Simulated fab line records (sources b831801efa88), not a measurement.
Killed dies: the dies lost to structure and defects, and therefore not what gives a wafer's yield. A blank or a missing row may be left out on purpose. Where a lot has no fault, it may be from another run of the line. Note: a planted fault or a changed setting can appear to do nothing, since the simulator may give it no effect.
Which tool did it? + flow gf180mcu + 12 lots, 36 wafers sampled, at 6 steps of a route of 602

== WHAT EACH GAUGE READ, for each wafer ==
GF_HV_LDD_TW_MEAS_11. Usual: for HV_LDD_TW the level is 2429 and the standard deviation is 25.
| lot  | measured     | on            | HV_LDD_TW      | flag |
|------|--------------|---------------|----------------|------|
| L142 | day 10 01:55 | film metro-03 | 2401 2402 2404 |      |
| L143 | day 10 06:31 | film metro-03 | 2397 2410 2405 |      |
| L144 | day 10 12:43 | film metro-03 | 2404 2406 2411 |      |
| L145 | day 11 01:55 | film metro-02 | 2410 2410 2413 |      |
| L148 | day 11 22:57 | film metro-04 | 2280 2278 2281 | OFF  |
| L150 | day 12 11:02 | film metro-04 | 2275 2284 2289 | OFF  |
| L157 | day 14 19:23 | film metro-02 | 2416 2415 2415 |      |
| L158 | day 14 21:45 | film metro-04 | 2467 2459 2466 |      |
| L160 | day 15 12:36 | film metro-03 | 2412 2424 2404 |      |
| L161 | day 15 22:07 | film metro-04 | 2461 2452 2460 |      |
| L162 | day 16 05:10 | film metro-02 | 2407 2420 2412 |      |
| L163 | day 16 10:43 | film metro-04 | 2462 2443 2457 |      |

GF_HV_LDD_RS_MEAS_53: uses a four-point probe to measure. Usual: for HV_LDD_RS the level is 418.2 ohm/sq and the standard deviation is 0.95.
| lot  | measured     | on            | HV_LDD_RS (ohm/sq) | flag |
|------|--------------|---------------|--------------------|------|
| L142 | day 12 09:43 | film metro-03 | 417.6 417.8 418.7  |      |
| L143 | day 12 16:16 | film metro-03 | 419.2 419.3 418.8  |      |
| L144 | day 12 20:56 | film metro-04 | 419.5 418.4 418.8  |      |
| L145 | day 13 13:00 | film metro-02 | 416.6 417.2 417.1  |      |
| L148 | day 14 11:29 | film metro-02 | 467.1 466.2 468.4  | OFF  |
| L150 | day 15 00:49 | film metro-02 | 467.5 466.8 467.0  | OFF  |
| L157 | day 17 13:20 | film metro-02 | 418.6 418.1 417.5  |      |
| L158 | day 17 15:23 | film metro-04 | 416.1 417.2 417.7  |      |
| L160 | day 18 07:10 | film metro-04 | 417.1 418.7 417.8  |      |
| L161 | day 18 18:03 | film metro-04 | 417.5 417.7 416.3  |      |
| L162 | day 19 03:08 | film metro-02 | 419.1 418.4 420.0  |      |
| L163 | day 19 07:35 | film metro-04 | 416.2 417.5 417.6  |      |

GF_PSD_CD_MEAS_07: the cd target is 400 nm. Usual: cd nm at 400.2 nm, with a standard deviation of 2.6.
| lot  | measured     | on        | cd nm (nm)        | flag |
|------|--------------|-----------|-------------------|------|
| L142 | day 14 06:20 | cd sem-01 | 400.6 403.0 400.0 |      |
| L143 | day 14 12:36 | cd sem-02 | 399.9 399.5 401.4 |      |
| L144 | day 14 17:54 | cd sem-02 | 400.9 394.4 396.6 |      |
| L145 | day 15 11:38 | cd sem-01 | 400.2 397.6 397.9 |      |
| L148 | day 16 08:32 | cd sem-01 | 401.8 404.0 402.4 |      |
| L150 | day 16 21:51 | cd sem-02 | 395.5 396.4 396.2 |      |
| L157 | day 19 15:45 | cd sem-01 | 402.0 402.7 400.7 |      |
| L158 | day 19 18:36 | cd sem-01 | 403.2 400.3 403.0 |      |
| L160 | day 20 10:26 | cd sem-02 | 403.0 399.2 402.0 |      |
| L161 | day 20 21:04 | cd sem-01 | 404.0 403.5 401.0 |      |
| L162 | day 21 06:43 | cd sem-01 | 400.5 399.8 398.5 |      |
| L163 | day 21 11:25 | cd sem-01 | 400.8 400.9 403.2 |      |

GF_CONTACT_THK_MEAS_03. Usual: for CONTACT_CVD_02_THK the level is 862 nm and the standard deviation is 11.
| lot  | measured     | on            | CONTACT_CVD_02_THK (nm) | flag |
|------|--------------|---------------|-------------------------|------|
| L142 | day 15 05:43 | film metro-03 | 856 869 884             |      |
| L143 | day 15 12:31 | film metro-03 | 861 858 868             |      |
| L144 | day 15 17:08 | film metro-02 | 859 863 846             |      |
| L145 | day 16 10:39 | film metro-04 | 851 867 876             |      |
| L148 | day 17 07:54 | film metro-04 | 829 844 862             |      |
| L150 | day 17 22:11 | film metro-02 | 856 842 872             |      |
| L157 | day 20 17:50 | film metro-04 | 868 875 860             |      |
| L158 | day 20 20:10 | film metro-02 | 859 872 879             |      |
| L160 | day 21 12:47 | film metro-02 | 851 856 862             |      |
| L161 | day 21 22:24 | film metro-04 | 849 872 873             |      |
| L162 | day 22 08:14 | film metro-04 | 843 857 867             |      |
| L163 | day 22 13:20 | film metro-04 | 852 868 864             |      |

== TOOL THAT RAN EACH LOT (tool first, then ch and the chambers of the sampled wafers, then the start) ==
| lot  | GF_STI_ETCH_14                  | GF_HV_LDD_IMPLANT_09            |
|------|---------------------------------|---------------------------------|
| L142 | rie si-02 ch 0,1,2, day 2 02:40 | implanter-01 ch 0, day 10 01:40 |
| L143 | rie si-01 ch 0,3, day 2 06:46   | implanter-01 ch 0, day 10 06:16 |
| L144 | rie si-01 ch 0,1,2, day 2 10:43 | implanter-03 ch 0, day 10 12:28 |
| L145 | rie si-01 ch 0,1,2, day 2 17:04 | implanter-03 ch 0, day 11 01:40 |
| L148 | rie si-01 ch 1,2, day 3 08:07   | implanter-03 ch 0, day 11 22:42 |
| L150 | rie si-01 ch 0,1,3, day 3 18:32 | implanter-03 ch 0, day 12 10:48 |
| L157 | rie si-01 ch 1,2,3, day 5 07:11 | implanter-01 ch 0, day 14 19:11 |
| L158 | rie si-02 ch 0,2,3, day 5 12:02 | implanter-03 ch 0, day 14 21:30 |
| L160 | rie si-02 ch 0,2,3, day 5 23:10 | implanter-01 ch 0, day 15 12:21 |
| L161 | rie si-01 ch 2,3, day 6 04:04   | implanter-02 ch 0, day 15 21:54 |
| L162 | rie si-01 ch 1,3, day 6 09:04   | implanter-01 ch 0, day 16 04:57 |
| L163 | rie si-01 ch 1,2,3, day 6 13:58 | implanter-01 ch 0, day 16 10:27 |
- GF_STI_ETCH_14: etches Si in HBr/Cl2/O2, target depth 360 nm, time 102.9 s.
- GF_HV_LDD_IMPLANT_09

== AS READ BY THE TOOLS THEMSELVES (means over the sampled wafers that have a number; for cases with no such wafer, the mark the record gives instead) ==
GF_STI_ETCH_14. Usual: drypump motor current A 6.0 A, standard deviation 0.32; mfc cl2 sccm 40.01 sccm, standard deviation 0.13; oes product au 1.006 a.u., standard deviation 0.01; throttle valve pct 25.653 %, standard deviation 0.012.
| lot  | tool      | drypump motor current A (A) | mfc cl2 sccm (sccm) | oes product au (a.u.) | throttle valve pct (%) | flag |
|------|-----------|-----------------------------|---------------------|-----------------------|------------------------|------|
| L142 | rie si-02 | 6.0                         | 39.96               | 1.003                 | 25.661                 |      |
| L143 | rie si-01 | 5.7                         | 40.04               | 1.005                 | 25.652                 |      |
| L144 | rie si-01 | 6.0                         | 40.02               | 1.008                 | 25.650                 |      |
| L145 | rie si-01 | 6.0                         | 39.91               | 0.999                 | 25.653                 |      |
| L148 | rie si-01 | 6.1                         | 40.06               | 1.010                 | 25.650                 |      |
| L150 | rie si-01 | 5.8                         | 39.88               | 1.005                 | 25.650                 |      |
| L157 | rie si-01 | 6.0                         | 39.94               | 1.005                 | 25.648                 |      |
| L158 | rie si-02 | 6.0                         | 39.94               | 1.009                 | 25.648                 |      |
| L160 | rie si-02 | 6.0                         | 39.98               | 0.999                 | 25.658                 |      |
| L161 | rie si-01 | 6.1                         | 40.17               | 1.011                 | 25.658                 |      |
| L162 | rie si-01 | 5.8                         | 40.01               | 1.011                 | 25.643                 |      |
| L163 | rie si-01 | 6.0                         | 39.97               | 1.013                 | 25.652                 |      |

GF_HV_LDD_IMPLANT_09. Usual: beam energy keV 40.002, standard deviation 0.013; beam on s 10.03 s, standard deviation 0.2; faraday current uA 562, standard deviation 11.
| lot  | tool         | beam energy keV | beam on s (s) | faraday current uA | flag |
|------|--------------|-----------------|---------------|--------------------|------|
| L142 | implanter-01 | 39.989          | 10.02         | 562                |      |
| L143 | implanter-01 | 40.006          | 9.86          | 572                |      |
| L144 | implanter-03 | 39.995          | 10.04         | 562                |      |
| L145 | implanter-03 | 40.011          | 10.09         | 557                |      |
| L148 | implanter-03 | 39.999          | 7.77          | 725                | OFF  |
| L150 | implanter-03 | 40.008          | 7.62          | 740                | OFF  |
| L157 | implanter-01 | 39.982          | 9.89          | 569                |      |
| L158 | implanter-03 | 39.994          | 9.93          | 568                |      |
| L160 | implanter-01 | 39.994          | 10.11         | 558                |      |
| L161 | implanter-02 | 40.000          | 9.92          | 568                |      |
| L162 | implanter-01 | 40.026          | 10.16         | 553                |      |
| L163 | implanter-01 | 39.996          | 9.93          | 566                |      |

== THE ANSWER, worked out from the rows above alone ==
Rule: a lot is off if the mean of its wafers that have a number lies more than 3 standard deviations from the usual mean. A lot without any number at a reading at which 4 lots or more have one is off too. Where the step has rows for the other lots, those lots are counted as sound. After the gauges, taken in route order, come the tools' own readings; for these a lot's mean is taken, as printed above. At the first step where some lot is off, the reading lying furthest off is the one used; lots without a number count as furthest.
Off: L148, L150, at GF_HV_LDD_TW_MEAS_11 (HV_LDD_TW).
A tool fits if, at a process step before that reading, it ran every lot that is off, and no sound lot after the first of them. The gauges at GF_HV_LDD_TW_MEAS_11 aren't tried: what is off there is off at GF_HV_LDD_RS_MEAS_53 too, on other tools, and a gauge's error can't cause that. Not one of the candidates tried fits.

== WHAT HAD BEEN PUT IN BY THE SIMULATOR ==
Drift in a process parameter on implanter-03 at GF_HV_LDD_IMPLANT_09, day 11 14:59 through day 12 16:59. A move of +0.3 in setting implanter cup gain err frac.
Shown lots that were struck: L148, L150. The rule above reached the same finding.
